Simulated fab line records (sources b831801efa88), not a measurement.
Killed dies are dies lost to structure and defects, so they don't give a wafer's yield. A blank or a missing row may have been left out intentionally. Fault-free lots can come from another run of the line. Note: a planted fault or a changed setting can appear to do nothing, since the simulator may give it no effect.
Split-lot trial	flow sky130	23 wafers read from 5 lots, route of 708 steps

SPLIT DETAILS
At SKY_RES_XHIGH_COAT_02 (resist thk 1140 nm), the setting resist_thk_nm was moved away from the recipe's 1140 nm on 8 of the 23 wafers read, by +3.4% to +5.7%. This setting was run at the recipe's value on the other wafers.

The reading comes from the split's own step.

THE READING
NOVOLAK_of_RES_XHIGH_COAT_02.thk_nm (the simulator's own value, which no gauge read), in nm, at SKY_RES_XHIGH_COAT_02 (resist thk 1140 nm). The file does not state a usual value for it. Here, 15 wafers ran the recipe; their average is 1140 nm with a standard deviation of 4.1 nm.

wafer	tool, chamber at the split	resist_thk_nm as run, nm	against the recipe	NOVOLAK_of_RES_XHIGH_COAT_02.thk_nm, nm	against lot-mates on the recipe
L074.1	litho_track-01, 0	1140	recipe	1145	-
L074.2	litho_track-01, 0	1140	recipe	1147	-
L074.5	litho_track-01, 0	1140	recipe	1142	-
L077.2	litho_track-01, 0	1140	recipe	1143	-
L077.3	litho_track-01, 0	1179	+3.4%	1183	+40
L077.4	litho_track-01, 0	1179	+3.4%	1186	+42
L077.5	litho_track-01, 0	1140	recipe	1144	-
L077.6	litho_track-01, 0	1179	+3.4%	1181	+38
L078.1	litho_track-04, 0	1140	recipe	1142	-
L078.5	litho_track-04, 0	1140	recipe	1142	-
L078.3	litho_track-04, 0	1140	recipe	1145	-
L078.4	litho_track-04, 0	1205	+5.7%	1209	+66
L078.6	litho_track-04, 0	1205	+5.7%	1207	+64
L080.1	litho_track-04, 0	1181	+3.6%	1178	+40
L080.2	litho_track-04, 0	1181	+3.6%	1180	+42
L080.3	litho_track-04, 0	1181	+3.6%	1175	+36
L080.5	litho_track-04, 0	1140	recipe	1139	-
L080.6	litho_track-04, 0	1140	recipe	1138	-
L084.1	litho_track-01, 0	1140	recipe	1135	-
L084.2	litho_track-01, 0	1140	recipe	1136	-
L084.4	litho_track-01, 0	1140	recipe	1136	-
L084.3	litho_track-01, 0	1140	recipe	1133	-
L084.6	litho_track-01, 0	1140	recipe	1137	-

THE FIT
A straight line over all 23 wafers: NOVOLAK_of_RES_XHIGH_COAT_02.thk_nm changes by +11.7 nm for each +1% of resist_thk_nm; r = +0.99; the points scatter about the line by 4.2 nm.
The same after taking each lot's own level away (the mean of its wafers on the recipe; 23 wafers): +11.3 nm for each +1%; r = +1.00; scatter 1.8 nm.
That fit puts the effect of the largest move of resist_thk_nm on the reading at 65 nm.
Measured against the standard deviation above, the lots' own levels, which go from 1135.4 to 1144.7 nm, span 2.2 times it.
So the lot-to-lot level changes the slope little: the two slopes agree.
Check: for one of the wafers moved furthest among these (+5.7%), held out of the fit, the line's prediction against its lot-mates is +64.1 nm. It came out at +66 nm against them.

FURTHER SPLITS ON THESE WAFERS
Note: prior to the reading, these wafers also went through further splits. Each is held against what the fit with the lots' levels taken away leaves over:
other split on the same wafers	wafers away from the commonest value	r with NOVOLAK_of_RES_XHIGH_COAT_02.thk_nm (lot level and that fit taken away)
SKY_LDD_HVP_SOFTBAKE_03 temp_c	6	+0.22
SKY_LDD_LDN_IMPLANT_08 energy_kev	7	+0.10
SKY_LDD_LDN_IMPLANT_09 energy_kev	8	+0.11
SKY_SD_P_DEVELOP_06 dev_temp_c	10	-0.26

THE WHOLE CHAIN: every reading that the file lists as answering this split, in the file's order
step	what it does	reading	change (the file's fit)	r (the file's)
SKY_RES_XHIGH_COAT_02	resist thk 1140 nm	NOVOLAK_of_RES_XHIGH_COAT_02.thk_nm (the simulator's own value, which no gauge read)	+11.3 nm for each +1% of the setting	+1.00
SKY_RES_XHIGH_STRIP_08	strips in O2/N2	strip_time_to_endpoint_s	withheld for each +1% of the setting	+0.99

THE FILE'S OWN FIT
NOVOLAK_of_RES_XHIGH_COAT_02.thk_nm changes by +11.3 nm for each +1% of resist_thk_nm, r = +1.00.
